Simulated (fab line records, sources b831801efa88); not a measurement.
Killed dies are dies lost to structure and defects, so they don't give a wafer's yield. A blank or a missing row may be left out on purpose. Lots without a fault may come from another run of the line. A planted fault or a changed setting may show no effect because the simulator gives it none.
Chamber matching | flow gf180mcu | GF_V5_CVD_02 on pecvd-02: 3 sister chambers
The step deposits SiO2 from TEOS, target thk 1450 nm, time 163.28 s. 6 wafers are shown with their chamber, then 12 later ones without.

WAFERS WITH THEIR CHAMBER
wafer  | chamber | heater_power_w (W)
L083.4 | 1       | 691
L085.5 | 0       | 619
L087.1 | 0       | 614
L089.3 | 2       | 558
L089.4 | 1       | 570
L089.6 | 2       | 471

WAFERS WITHOUT THEIR CHAMBER
wafer  | heater_power_w (W)
L090.1 | 603
L090.2 | 463
L090.3 | 632
L092.1 | 532
L092.5 | 692
L092.6 | 582
L093.1 | 698
L093.3 | 576
L093.5 | 464
L096.2 | 737
L096.4 | 590
L096.5 | 584

WHICH CHAMBER EACH WENT THROUGH
wafer  | from the rows above          | in truth
L090.1 | can't be placed: 0 or 1 or 2 | 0
L090.2 | can't be placed: 2 or 0 or 1 | 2
L090.3 | can't be placed: 1 or 0 or 2 | 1
L092.1 | can't be placed: 2 or 0 or 1 | 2
L092.5 | can't be placed: 1 or 0 or 2 | 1
L092.6 | can't be placed: 0 or 1 or 2 | 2
L093.1 | can't be placed: 1 or 0 or 2 | 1
L093.3 | can't be placed: 0 or 1 or 2 | 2
L093.5 | can't be placed: 2 or 0 or 1 | 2
L096.2 | can't be placed: 1 or 0 or 2 | 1
L096.4 | can't be placed: 0 or 1 or 2 | 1
L096.5 | can't be placed: 0 or 1 or 2 | 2
Placed correctly: 0 of 12. Can't be placed from these rows: 12 (the true chamber is among the candidates in 12). Placed wrongly: 0.
How it was worked out, from the rows above alone: a wafer's distance from a chamber is the root of the sum, over the readings, of the square of ((its reading less the chamber's mean) divided by the reading's scatter). The wafer belongs to the nearest chamber; if the next one is less than 2 further off, it can't be placed. A chamber's mean is the mean of its shown wafers. The scatter: the root of (the sum of the squares of (reading less its chamber's mean) over the shown wafers, divided by (wafers less chambers)).
